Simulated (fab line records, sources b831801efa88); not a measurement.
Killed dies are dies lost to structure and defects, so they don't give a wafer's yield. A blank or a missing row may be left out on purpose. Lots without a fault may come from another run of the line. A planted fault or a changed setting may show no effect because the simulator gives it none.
Chamber matching | flow sfq_line | SFQ_TRILAYER_I1_CMP_CMP_046 on cmp-02: 4 sister chambers
The step polishes SiO2. 4 wafers are shown with their chamber, then 11 later ones without.

WAFERS WITH THEIR CHAMBER
wafer  | chamber | motor_current_A (A)
L702.2 | 3       | 10.9
L707.6 | 1       | 10.0
L709.6 | 0       | 10.2
L719.2 | 2       | 9.9

WAFERS WITHOUT THEIR CHAMBER
wafer  | motor_current_A (A)
L719.4 | 11.3
L719.6 | 9.9
L720.1 | 9.8
L720.3 | 11.0
L720.4 | 9.8
L721.1 | 9.2
L721.4 | 9.5
L721.5 | 8.8
L722.3 | 10.7
L722.4 | 9.9
L722.6 | 9.7

WHICH CHAMBER EACH WENT THROUGH
wafer  | from the rows above               | in truth
L719.4 | can't be placed: 3 or 0           | 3
L719.6 | can't be placed: 2 or 1 or 0      | 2
L720.1 | can't be placed: 2 or 1 or 0      | 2
L720.3 | can't be placed: 3 or 0           | 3
L720.4 | can't be placed: 2 or 1 or 0      | 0
L721.1 | can't be placed: 2 or 1 or 0      | 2
L721.4 | can't be placed: 2 or 1 or 0      | 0
L721.5 | can't be placed: 2 or 1 or 0      | 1
L722.3 | can't be placed: 3 or 0 or 1 or 2 | 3
L722.4 | can't be placed: 2 or 1 or 0      | 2
L722.6 | can't be placed: 2 or 1 or 0      | 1
Placed correctly: 0 of 11. Can't be placed from these rows: 11 (the true chamber is among the candidates in 11). Placed wrongly: 0.
How it was worked out, from the rows above alone: a wafer's distance from a chamber is the root of the sum, over the readings, of the square of ((its reading less the chamber's mean) divided by the reading's scatter). The wafer belongs to the nearest chamber; if the next one is less than 2 further off, it can't be placed. A chamber's mean is the mean of its shown wafers. The scatter: with one shown wafer a chamber, the root of the mean of the squares of how far each hidden wafer lies from its nearest shown one.
